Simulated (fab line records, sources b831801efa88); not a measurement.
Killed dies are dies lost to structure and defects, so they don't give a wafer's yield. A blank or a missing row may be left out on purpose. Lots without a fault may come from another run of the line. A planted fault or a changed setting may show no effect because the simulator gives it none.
fab line records | flow sky130 | part 2 of 2: steps 28 to 38 of 38
record lots=5 wafers=15 last_day=50
route steps=708 shown CAP2M@618 METAL4@621 VIA4@639
lots that met no fault: from a run of the same line without faults
start_h: hours from the record's first day to the start of the lot's first wafer shown | wait_h: hours since the lot's step before | " the same as in the row above | L1.1+2: a row that stands for several wafers | - no value, or no start given | * or withheld: withheld | < > ~ a bound
route shown NAME@n: a module of which the file shows steps, and the number in the route of the first | usual: mean/standard deviation of fault-free wafers | same: alike in all rows | chamber/n: place in a boat | sites: the reading at each site | _std_site: their standard deviation | _edge_site: outer sites' mean less inner sites' | radius_mm: how far each site lies from the wafer's centre | mask NAME#n: copy n | behind: the tool/chamber that last shaped the wafer | hold: why the lot was held/for how many hours/how that ended | device: the transistor (n, p or np) that didn't switch | end of line: the same wafers' tests at the end of the route | a step without rows: its recipe alone | killed: dies lost to structure and defects at the first sort, not the wafer's yield | map: a wafer's dies, x killed, . not, _ none there
set.NAME: the setting as run; set.NAME@STEP: as run at that earlier step | model.NAME: the simulator's own value behind a step, which no gauge read
lots at some steps of the route; a table a step, a row a wafer
services: from which hour (start_h, from the record's first day; less than 0 if before it) a tool's chamber was out of use, for how many hours, and why
## steps
# step SKY_VIA4_COAT_06
# recipe resist=NOVOLAK spin_rpm=3000 resist_thk_nm=1140
# usual chill_plate_temp_C=22.99/0.11
# columns lot.wafer tool chamber start_h wait_h chill_plate_temp_C
L075.1 litho_track-03 0 1005.06 0.1 23.03
L075.5 " 0 " " 22.96
L075.6 " 0 " " 22.90
L079.1 litho_track-01 0 1031.41 0.1 23.04
L079.3 " 0 " " 23.01
L079.4 " 0 " " 23.03
L089.1 litho_track-01 0 1103.81 0.1 23.05
L089.4 " 0 " " 23.01
L089.6 " 0 " " 23.00
L093.1 litho_track-04 0 1125.12 0.1 23.01
L093.3 " 0 " " 22.96
L093.5 " 0 " " 23.02
L096.2 litho_track-04 0 1145.59 0.1 22.83
L096.4 " 0 " " 22.81
L096.5 " 0 " " 22.74
# step SKY_VIA4_SOFTBAKE_07
# recipe temp_c=90 time_s=60 resist=NOVOLAK
# usual chill_plate_temp_C=22.99/0.1
# columns lot.wafer tool chamber start_h wait_h chill_plate_temp_C
L075.1 litho_track-03 0 1005.21 0.1 22.82
L075.5 " 0 " " 22.89
L075.6 " 0 " " 22.89
L079.1 litho_track-01 0 1031.56 0.1 23.07
L079.3 " 0 " " 23.07
L079.4 " 0 " " 23.03
L089.1 litho_track-01 0 1103.96 0.1 23.05
L089.4 " 0 " " 23.08
L089.6 " 0 " " 23.01
L093.1 litho_track-04 0 1125.27 0.1 23.01
L093.3 " 0 " " 23.02
L093.5 " 0 " " 22.85
L096.2 litho_track-04 0 1145.74 0.1 23.12
L096.4 " 0 " " 22.92
L096.5 " 0 " " 22.84
# step SKY_VIA4_EXPOSE_08
# recipe mask_id=VIM4 na=0.6 source_shape=conventional sigma_outer=0.6 polarization=unpolarized target_cd_nm=800 dose_mj=132
# same na=0.6
# columns lot.wafer tool chamber start_h wait_h mask
L075.1+5+6 iline_stepper-01 0 - - VIM4#0
L079.1+3+4 iline_stepper-02 0 - - VIM4#0
L089.1+4+6 iline_stepper-02 0 - - VIM4#0
L093.1+3+5 iline_stepper-02 0 - - VIM4#0
L096.2+4+5 iline_stepper-01 0 - - VIM4#0
# step SKY_VIA4_PEB_09
# recipe temp_c=withheld time_s=* resist=NOVOLAK
# usual chill_plate_temp_C=*
# columns lot.wafer tool chamber start_h wait_h chill_plate_temp_C
L075.1 litho_track-03 0 - - *
L075.5 " 0 " " *
L075.6 " 0 " " *
L079.1 litho_track-04 0 - - *
L079.3 " 0 " " *
L079.4 " 0 " " *
L089.1 litho_track-03 0 - - *
L089.4 " 0 " " *
L089.6 " 0 " " *
L093.1 litho_track-01 0 - - *
L093.3 " 0 " " *
L093.5 " 0 " " *
L096.2 litho_track-01 0 - - *
L096.4 " 0 " " *
L096.5 " 0 " " *
# step SKY_VIA4_DEVELOP_10
# recipe resist=NOVOLAK developer=TMAH develop_time_s=60 dev_temp_c=23
# usual chill_plate_temp_C=23.01/0.093
# columns lot.wafer tool chamber start_h wait_h chill_plate_temp_C
L075.1 litho_track-03 0 1016.21 0.1 22.95
L075.5 " 0 " " 23.02
L075.6 " 0 " " 23.09
L079.1 litho_track-04 0 1042.17 0.1 23.07
L079.3 " 0 " " 23.06
L079.4 " 0 " " 23.06
L089.1 litho_track-03 0 1113.96 0.1 23.17
L089.4 " 0 " " 22.95
L089.6 " 0 " " 22.97
L093.1 litho_track-01 0 1135.11 0.1 22.98
L093.3 " 0 " " 22.87
L093.5 " 0 " " 23.20
L096.2 litho_track-01 0 1155.59 0.1 23.07
L096.4 " 0 " " 23.07
L096.5 " 0 " " 23.06
# step SKY_VIA4_OVL_MEAS_11
# usual VIA4_OVL=-0.8/1.3
# columns lot.wafer tool chamber start_h wait_h VIA4_OVL[nm]
L075.1 overlay-01 - 1016.36 0.1 1.2
L075.5 " - " " 1.3
L075.6 " - " " -0.1
L079.1 overlay-02 - 1042.32 0.1 -1.9
L079.3 " - " " 0.8
L079.4 " - " " 1.2
L089.1 overlay-02 - 1114.11 0.1 -2.6
L089.4 " - " " 0.2
L089.6 " - " " -2.3
L093.1 overlay-01 - 1135.26 0.1 -0.1
L093.3 " - " " -1.8
L093.5 " - " " -0.9
L096.2 overlay-02 - 1155.72 0.1 -0.6
L096.4 " - " " 0.2
L096.5 " - " " 0.3
# step SKY_VIA4_ETCH_12
# recipe target=SiO2 chemistry=C4F8/O2/Ar stop_on=TiN mask_material=NOVOLAK source_w=1500 bias_w=1200 pressure_mtorr=40 c4f8_flow_sccm=withheld O2_flow_sccm=6 Ar_flow_sccm=300 time_s=withheld target_depth_a=5800
# usual oes_product_au=0.926/0.0043
# columns lot.wafer tool chamber start_h wait_h oes_product_au
L075.1 rie_diel-04 0 1016.40 0.0 0.922
L075.5 " 3 " " 0.928
L075.6 " 2 " " 0.923
L079.1 rie_diel-01 2 1042.35 0.0 0.931
L079.3 " 0 " " 0.924
L079.4 " 1 " " 0.932
L089.1 rie_diel-04 3 1114.15 0.0 0.931
L089.4 " 0 " " 0.925
L089.6 " 0 " " 0.927
L093.1 rie_diel-02 3 1135.30 0.0 0.921
L093.3 " 0 " " 0.927
L093.5 " 0 " " 0.928
L096.2 rie_diel-02 3 1155.75 0.0 0.930
L096.4 " 1 " " 0.926
L096.5 " 1 " " 0.927
# step SKY_VIA4_STRIP_13
# recipe chemistry=O2/N2 power_w=1400 pressure_mtorr=1500 platen_temp_c=withheld o2_flow_sccm=3000 n2_flow_sccm=300 overash_fraction=0.5
# usual drypump_motor_current_A=5.3/0.31 oes_product_au=0.709/0.0043 strip_time_to_endpoint_s=12.80/0.032
# columns lot.wafer tool chamber start_h wait_h drypump_motor_current_A oes_product_au rf_hours_counter_h strip_time_to_endpoint_s
L075.1 plasma_asher-03 0 1016.47 - 5.4 0.717 56 12.78
L075.5 " 1 " " 5.2 0.712 - 12.79
L075.6 " 0 " " 5.4 0.708 - 12.79
L079.1 plasma_asher-02 1 1042.43 - 5.4 0.702 120 12.74
L079.3 " 1 " " 5.4 0.708 - 12.77
L079.4 " 0 " " 5.1 0.704 - 12.85
L089.1 plasma_asher-03 1 1114.22 - 5.2 0.710 66 12.78
L089.4 " 1 " " 5.2 0.704 - 12.84
L089.6 " 0 " " 5.4 0.715 - 12.78
L093.1 plasma_asher-03 0 1135.37 - 5.4 0.713 67 12.82
L093.3 " 0 " " 5.4 0.707 - 12.76
L093.5 " 1 " " 5.2 0.714 - 12.83
L096.2 plasma_asher-03 1 1155.82 - 5.2 0.711 69 12.79
L096.4 " 0 " " 5.4 0.706 - 12.78
L096.5 " 1 " " 5.2 0.702 - 12.75
# step SKY_VIA4_STRIP_14
# recipe chemistry=post_etch_residue_remover time_s=1200 temp_c=72.5
# columns lot.wafer tool chamber start_h wait_h
L075.1+5+6 wet_bench-04 3 1016.57 0.1
L079.1+3+4 wet_bench-03 0 1042.53 0.1
L089.1+4+6 wet_bench-04 3 1114.32 0.1
L093.1+3+5 wet_bench-04 3 1135.52 0.1
L096.2+4+5 wet_bench-01 0 1155.92 0.1
# step SKY_VIA4_CLEAN_15
# recipe chemistry=IPA time_s=180 temp_c=25
# columns lot.wafer tool chamber start_h wait_h
L075.1+5+6 wet_bench-04 3 1016.91 0.0
L079.1+3+4 wet_bench-04 3 1042.87 0.0
L089.1+4+6 wet_bench-04 1 1114.72 0.1
L093.1+3+5 wet_bench-03 1 1136.51 0.2
L096.2+4+5 wet_bench-01 2 1156.26 0.0
# step SKY_VIA4_CLEAN_16
# recipe chemistry=O3/DIW dry=n2_spin
# columns lot.wafer tool chamber start_h wait_h
L075.1+5+6 wet_bench-04 0 1016.97 0.0
L079.1+3+4 wet_bench-03 1 1042.93 0.0
L089.1+4+6 wet_bench-04 1 1114.84 0.1
L093.1+3+5 wet_bench-01 3 1136.80 0.2
L096.2+4+5 wet_bench-03 1 1156.32 0.0
## services
# columns tool chamber start_h hours kind
iline_stepper-02 - 942.83 1.7 pm
cmp-02 - 944.91 4.8 repair
rie_metal-04 - 950.01 14.6 pm
rie_diel-04 1 967.04 4.1 repair
rie_diel-02 3 971.26 4.9 repair
rie_diel-04 - 971.53 2.8 pm
cmp-02 - 974.45 3.7 pm
krf_scanner-02 - 1004.94 0.8 pm
krf_scanner-02 - 1006.23 0.3 repair
krf_scanner-02 - 1020.04 1.3 pm
wet_bench-03 - 1020.61 2.3 repair
rie_metal-04 - 1023.55 2.8 pm
rie_diel-04 1 1024.82 17.9 repair
krf_scanner-02 - 1031.38 1.0 pm
rie_diel-04 3 1034.18 5.4 repair
rie_diel-03 2 1039.15 12.6 repair
cmp-02 - 1039.37 6.2 repair
krf_scanner-02 - 1047.96 29.0 repair
rie_diel-03 3 1068.70 7.0 repair
cmp-02 - 1070.79 0.6 repair
krf_scanner-02 - 1077.01 3.6 pm
rie_diel-03 0 1080.12 2.6 repair
plasma_asher-03 - 1124.44 2.9 repair
cmp-02 - 1146.96 2.6 repair
